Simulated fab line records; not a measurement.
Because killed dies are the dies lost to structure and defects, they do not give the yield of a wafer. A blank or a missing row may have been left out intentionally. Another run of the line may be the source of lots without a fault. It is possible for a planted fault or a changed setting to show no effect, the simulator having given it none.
Problem report, 8D (eight disciplines) form, completed by code :: flow sky130 :: the parts of the form that need people (team, actions taken, sign-off) are left out

== 1. THE PROBLEM ==
Across 6 wafers from 2 lots, VT_ADJUST_LVTN_TW at SKY_VT_ADJUST_LVTN_TW_MEAS_10 averages 210.3, while fault-free wafers read 240.2 with a standard deviation of 2.3. Relative to the usual mean, that is a shift of -13 standard deviations.
First seen on wafer L759.3, day 9 21:26, on film-metro-02. The record has a number at this step for 39 wafers belonging to 13 lots. Rule for "out", or "out of limits": more than 4 standard deviations from the usual mean. The rest of the wafers with a number are treated as sound.

== 2. WHAT IT IS AND WHAT IT IS NOT ==
question: which readings at this step
is: VT_ADJUST_LVTN_TW
is not: -

question: which lots
is: L759, L763
is not: L748, L749, L751, L752, L754, L756, L757, L758, L761, L769, L771

question: which wafers of those lots
is: all that have a number
is not: -

question: read on which gauges
is: film-metro-02
is not: film-metro-01, film-metro-03

question: when
is: from day 9 21:26
is not: up to then (24 sound wafers); but 9 sound wafers of L761, L769, L771 came after

== 3. THE SUSPECTS, EACH WITH WHAT RULES IT OUT ==
Counting: a tool at any process step up to the reading remains a suspect when it ran all the lots that are out and ran no sound lot after the first of those.
- the gauge at SKY_VT_ADJUST_LVTN_TW_MEAS_10 has been ruled out. All the wafers that are out were read on film-metro-02, but those of them that SKY_VT_ADJUST_LVTN_IMPLANT_08 has rows for are out there too, on other tools.
- implanter-01 at SKY_VT_ADJUST_LVTN_IMPLANT_08: kept. It ran every lot that is out, first L759 (day 9 21:13), and no sound lot after that; its last sound lot up to then is L758 (day 9 12:55). Out on those wafers are its own readings of dose-ions-cm2, faraday-current-uA.
The count leaves implanter-01 at SKY_VT_ADJUST_LVTN_IMPLANT_08.

== 4. THE CAUSE (what the simulator had put in) ==
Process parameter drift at SKY_VT_ADJUST_LVTN_IMPLANT_08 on implanter-01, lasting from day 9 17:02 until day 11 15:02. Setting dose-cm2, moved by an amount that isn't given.
After counting, this tool was the only one left.

== 5. SEQUENCE OF EFFECTS, ordered by route ==
Rows list readings where the struck wafers' mean (over those with a number) sits beyond 3 standard deviations from the usual. Only readings whose record carries a usual standard deviation are examined. hours: median over the lots of the time between each lot's start at the first step of this table that gives one and its start at this step. sigmas: the change, counted in usual standard deviations.
hours: 0
step: SKY_VT_ADJUST_LVTN_IMPLANT_08
reading: dose-ions-cm2
usual: 1.5701e+12
on struck wafers: 9.9208e+11
change: -5.7802e+11
sigmas: -99 or more

hours: 0
step: SKY_VT_ADJUST_LVTN_IMPLANT_08
reading: faraday-current-uA
usual: 8.89
on struck wafers: 5.60
change: -3.29
sigmas: -17

hours: 0
step: SKY_VT_ADJUST_LVTN_TW_MEAS_10
reading: VT_ADJUST_LVTN_TW
usual: 240.2
on struck wafers: 210.3
change: -29.8
sigmas: -13
Process steps it contains:
- SKY_VT_ADJUST_LVTN_IMPLANT_08
Later measuring or inspecting steps at which every struck wafer that the step has a row for has a number for every such reading, and none has moved that far: SKY_VT_ADJUST_LVTN_TW_MEAS_21, SKY_VT_ADJUST_NCORE_CD_MEAS_07.

== 6. HOW IT WOULD HAVE BEEN CAUGHT EARLIER ==
4 hours passed between the start of the fault at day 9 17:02 and the first reading out of limits at a measuring or inspecting step in this record, taken at day 9 21:26.
At SKY_VT_ADJUST_LVTN_IMPLANT_08, the tool's own readings (dose-ions-cm2, faraday-current-uA) were out on each struck wafer the step has a row for, so an alarm limit on them would have fired on the first such wafer.
Of the lots that are out (2), L763 began SKY_VT_ADJUST_LVTN_IMPLANT_08 on implanter-01 after day 9 21:26. Had the tool been put on hold then, it would have been spared.
